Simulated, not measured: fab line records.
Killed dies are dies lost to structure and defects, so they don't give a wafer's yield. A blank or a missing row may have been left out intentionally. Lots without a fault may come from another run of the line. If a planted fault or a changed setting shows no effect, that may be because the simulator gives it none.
Chamber matching ; flow sky130 ; SKY_LI_CONTACT_CMP_02 on cmp-01 has 4 sister chambers
The step polishes PSG. 36 wafers are shown with their chamber, then 12 later ones without.

WAFERS, EACH WITH ITS CHAMBER
wafer;chamber;motor-current-A (A);time-to-endpoint-s (s)
L076.4;0;10.7;30
L076.5;1;13.3;32
L076.6;2;12.1;36
L078.3;2;12.6;38
L078.5;0;11.3;35
L078.6;3;10.8;37
L079.2;1;13.0;30
L079.3;3;11.1;32
L079.5;1;12.7;26
L079.1;0;10.8;31
L079.4;2;12.3;35
L079.6;2;12.4;36
L080.1;3;10.9;34
L080.3;2;12.1;34
L080.5;3;10.7;32
L082.1;2;12.6;33
L082.2;3;11.3;29
L082.3;1;12.4;24
L082.4;0;11.0;29
L082.5;1;13.1;25
L082.6;2;12.2;30
L085.2;1;12.5;31
L085.3;2;11.7;35
L085.4;0;10.4;28
L086.3;3;10.6;32
L086.4;1;13.4;27
L086.6;2;11.8;36
L088.3;1;12.5;29
L088.5;3;10.9;34
L088.6;0;10.8;30
L089.2;2;11.9;34
L089.5;0;10.9;31
L089.6;1;12.5;28
L090.2;2;12.2;34
L090.5;2;12.0;34
L090.6;3;11.3;34

SIGNATURES (averages over the wafers above)
reading;chamber 0;chamber 1;chamber 2;chamber 3;scatter within a chamber
motor-current-A;10.843;12.822;12.158;10.950;0.307
time-to-endpoint-s;30.57;28.00;34.58;33.00;2.31
Rule: for a wafer and a chamber, the distance is found by dividing, reading by reading, the gap between the wafer's reading and the chamber's mean by the reading's scatter, squaring, summing and taking the root. If the next closest chamber is less than 2 further off than the closest, the wafer can't be placed; otherwise it belongs to the closest. The scatter is the square root of a quotient: the sum, over the shown wafers, of each reading's squared deviation from its chamber's mean, divided by wafers minus chambers.

WAFERS WITH NO CHAMBER GIVEN
wafer;motor-current-A (A);time-to-endpoint-s (s)
L092.2;10.8;29
L092.3;12.6;27
L092.4;10.7;28
L092.1;12.7;34
L092.5;12.5;37
L092.6;12.7;28
L093.2;11.4;35
L093.3;13.3;27
L093.5;11.6;36
L093.1;10.9;28
L093.4;11.0;34
L093.6;13.1;27

CHAMBER TAKEN BY EACH
wafer;from the rows above;in truth
L092.2;can't be placed: 0 or 3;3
L092.3;1;1
L092.4;can't be placed: 0 or 3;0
L092.1;can't be placed: 2 or 1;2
L092.5;2;2
L092.6;1;1
L093.2;can't be placed: 3 or 2 or 0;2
L093.3;1;1
L093.5;can't be placed: 2 or 3 or 0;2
L093.1;can't be placed: 0 or 3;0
L093.4;can't be placed: 3 or 0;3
L093.6;1;1
Correctly placed: 5 of 12. Cannot be placed on the basis of these rows: 7; the candidates contain the true chamber in 7. Number placed wrongly: 0.
